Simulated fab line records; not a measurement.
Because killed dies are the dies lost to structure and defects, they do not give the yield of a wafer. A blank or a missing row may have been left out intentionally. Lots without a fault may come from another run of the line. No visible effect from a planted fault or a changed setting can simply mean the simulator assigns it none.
Which tool is to blame? -- flow sky130 -- 10 lots with 30 wafers sampled at 2 steps, on a route of 708 steps

WHAT THE GAUGES SHOWED, per wafer
SKY_FIELD_ISO_THK_MEAS_04.
lot,measured,on,FIELD_ISO_CVD_03_THK (nm)
L175,day 1 15:46,filmMetro-03,168.1 168.1 168.8
L176,day 1 21:21,filmMetro-02,168.3 168.1 167.6
L180,day 2 15:34,filmMetro-03,115.2 115.7 119.1 115.3 115.7 119.0
L181,day 2 20:14,filmMetro-02,120.7 116.7 115.4 120.7 116.7 115.3
L182,day 3 00:31,filmMetro-03,114.8 116.9 120.2 115.0 116.8 120.1
L194,day 5 12:48,filmMetro-04,165.2 163.2 164.3
L195,day 5 20:20,filmMetro-03,163.6 164.5 162.7
L196,day 6 00:07,filmMetro-04,163.9 164.1 164.3
L197,day 6 07:02,filmMetro-04,165.4 165.8 167.7
L198,day 6 12:41,filmMetro-03,165.2 165.7 165.1

WHICH TOOL RAN EACH LOT (tool, then ch and the chambers of the sampled wafers, then the start)
lot,SKY_FIELD_ISO_CVD_03
L175,"lpcvd-02 ch 0, day 1 13:05"
L176,"lpcvd-02 ch 0, day 1 19:34"
L180,"lpcvd-02 ch 0, day 2 13:46"
L181,"lpcvd-02 ch 0, day 2 18:26"
L182,"lpcvd-02 ch 0, day 2 22:41"
L194,"lpcvd-02 ch 0, day 5 11:01"
L195,"lpcvd-02 ch 0, day 5 18:33"
L196,"lpcvd-02 ch 0, day 5 21:25"
L197,"lpcvd-02 ch 1, day 6 04:21"
L198,"lpcvd-02 ch 1, day 6 08:40"
- SKY_FIELD_ISO_CVD_03: deposits Si3N4 from DCS/NH3, target thk 165 nm, time 2830 s.

WHAT THE TOOLS THEMSELVES READ (means of the sampled wafers that have a number; where no wafer has one, the mark that the record gives instead)
SKY_FIELD_ISO_CVD_03.
lot,tool,spikeTcCentreC (C),spikeTcTopC (C),spikeTcUpperC (C),zonePowerCentrePct (%),zonePowerTopPct (%),zonePowerUpperPct (%)
L175,lpcvd-02,772.2,786,767.7,14.4,23.3,13.38
L176,lpcvd-02,772.0,785,768.2,14.3,23.3,13.46
L180,lpcvd-02,777.2,793,723.3,20.4,30.0,0.20
L181,lpcvd-02,776.5,793,722.3,20.4,30.2,0.20
L182,lpcvd-02,776.7,794,724.5,20.4,30.1,0.20
L194,lpcvd-02,772.2,787,767.5,14.3,22.9,13.37
L195,lpcvd-02,771.7,785,768.1,14.4,23.3,13.42
L196,lpcvd-02,771.5,786,769.1,14.4,23.2,13.42
L197,lpcvd-02,770.1,779,770.7,11.6,26.0,13.98
L198,lpcvd-02,770.5,779,770.9,11.8,26.0,13.93

THE ANSWER, worked out from the rows above alone
Rule: what is usual is taken from the lots themselves. Put in order of their means at a reading, lots are off if they are a third of the lots or fewer, leave a main group of 4 or more, and stand apart from it by a gap of 3 or more times the standard deviation of the main group's means; of several such gaps the widest counts. The tables above print the reading to a certain number of digits; a main group whose means all agree to those digits is not used. A lot without any number at a reading at which 4 lots or more have one is off too. The other lots that the step has rows for count as sound. Order of review: gauges by route order, followed by the tools' own readings, for which a lot's mean as printed above is used. The first step at which some lot is off is used, and at that step the reading that is off furthest; a lot without a number counts as furthest.
Off: L180, L181, L182, at SKY_FIELD_ISO_THK_MEAS_04 (FIELD_ISO_CVD_03_THK). The main group has a mean of 165.7 nm with a standard deviation of 1.8.
A tool fits if, at a process step before that reading, it ran every lot that is off, and no sound lot after the first of them. The gauges at SKY_FIELD_ISO_THK_MEAS_04 aren't tried: what is off there is off at SKY_FIELD_ISO_CVD_03 too, on other tools, and a gauge's error can't cause that. Of those tried, none fits.

WHAT THE SIMULATOR PUT IN
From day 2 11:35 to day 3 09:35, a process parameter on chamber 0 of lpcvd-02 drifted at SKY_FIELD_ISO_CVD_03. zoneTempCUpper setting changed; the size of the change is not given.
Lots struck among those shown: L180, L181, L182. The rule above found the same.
